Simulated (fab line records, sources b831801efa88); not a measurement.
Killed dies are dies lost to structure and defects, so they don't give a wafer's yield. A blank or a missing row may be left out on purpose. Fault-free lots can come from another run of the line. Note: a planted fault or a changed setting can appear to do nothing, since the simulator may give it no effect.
Chamber matching :: flow gf180mcu :: 4 sister chambers for GF_V4_CMP_26 on cmp-02
The step polishes, stops on SiO2, t overpolish 15 s, target thk 0 nm. 4 wafers are shown with their chamber, then 7 later ones without.

== EACH WAFER AND ITS CHAMBER ==
wafer: L402.1
chamber: 0
motor_current_A (A): 14.7

wafer: L403.5
chamber: 2
motor_current_A (A): 10.1

wafer: L407.2
chamber: 3
motor_current_A (A): 9.3

wafer: L407.4
chamber: 1
motor_current_A (A): 13.3

== WAFERS WITH NO CHAMBER GIVEN ==
wafer: L407.6
motor_current_A (A): 10.4

wafer: L410.1
motor_current_A (A): 10.3

wafer: L410.2
motor_current_A (A): 9.4

wafer: L410.3
motor_current_A (A): 14.4

wafer: L412.1
motor_current_A (A): 14.4

wafer: L412.2
motor_current_A (A): 13.8

wafer: L412.3
motor_current_A (A): 9.8

== WHICH CHAMBER EACH ONE RAN IN ==
wafer: L407.6
from the rows above: 2
in truth: 2

wafer: L410.1
from the rows above: 2
in truth: 2

wafer: L410.2
from the rows above: can't be placed: 3 or 2
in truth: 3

wafer: L410.3
from the rows above: 0
in truth: 0

wafer: L412.1
from the rows above: 0
in truth: 0

wafer: L412.2
from the rows above: can't be placed: 1 or 0
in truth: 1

wafer: L412.3
from the rows above: can't be placed: 2 or 3
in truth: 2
4 of 7 placed correctly. Unplaceable from these rows: 3, with the true chamber sitting among the candidates in 3. Placed wrongly: 0.
How it was worked out, from the rows above alone: a wafer's distance from a chamber is the root of the sum, over the readings, of the square of ((its reading less the chamber's mean) divided by the reading's scatter). If the next closest chamber is less than 2 further off than the closest, the wafer can't be placed; otherwise it belongs to the closest. The mean given for a chamber averages the wafers shown for that chamber. The scatter: with one shown wafer a chamber, the root of the mean of the squares of how far each hidden wafer lies from its nearest shown one.
